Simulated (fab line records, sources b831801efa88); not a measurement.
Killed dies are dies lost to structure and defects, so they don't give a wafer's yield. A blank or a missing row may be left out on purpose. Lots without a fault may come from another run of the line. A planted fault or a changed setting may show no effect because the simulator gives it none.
Chamber matching | flow sfq_line | SFQ_TRILAYER_I0_CMP_CMP_028 on cmp-01: 4 sister chambers
The step polishes SiO2. 4 wafers are shown with their chamber, then 8 later ones without.

WAFERS WITH THEIR CHAMBER
wafer  | chamber | motor_current_A (A)
L601.6 | 0       | 11.8
L608.2 | 3       | 11.5
L608.6 | 2       | 10.0
L612.1 | 1       | 11.0

WAFERS WITHOUT THEIR CHAMBER
wafer  | motor_current_A (A)
L612.3 | 11.3
L612.5 | 11.2
L614.2 | 11.5
L614.4 | 9.2
L614.5 | 11.0
L616.1 | 9.8
L616.4 | 11.2
L616.5 | 10.9

WHICH CHAMBER EACH WENT THROUGH
wafer  | from the rows above          | in truth
L612.3 | can't be placed: 3 or 1 or 0 | 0
L612.5 | can't be placed: 1 or 3 or 0 | 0
L614.2 | can't be placed: 3 or 0 or 1 | 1
L614.4 | 2                            | 2
L614.5 | can't be placed: 1 or 3      | 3
L616.1 | 2                            | 2
L616.4 | can't be placed: 1 or 3 or 0 | 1
L616.5 | can't be placed: 1 or 3      | 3
Placed correctly: 2 of 8. Can't be placed from these rows: 6 (the true chamber is among the candidates in 6). Placed wrongly: 0.
How it was worked out, from the rows above alone: a wafer's distance from a chamber is the root of the sum, over the readings, of the square of ((its reading less the chamber's mean) divided by the reading's scatter). The wafer belongs to the nearest chamber; if the next one is less than 2 further off, it can't be placed. A chamber's mean is the mean of its shown wafers. The scatter: with one shown wafer a chamber, the root of the mean of the squares of how far each hidden wafer lies from its nearest shown one.
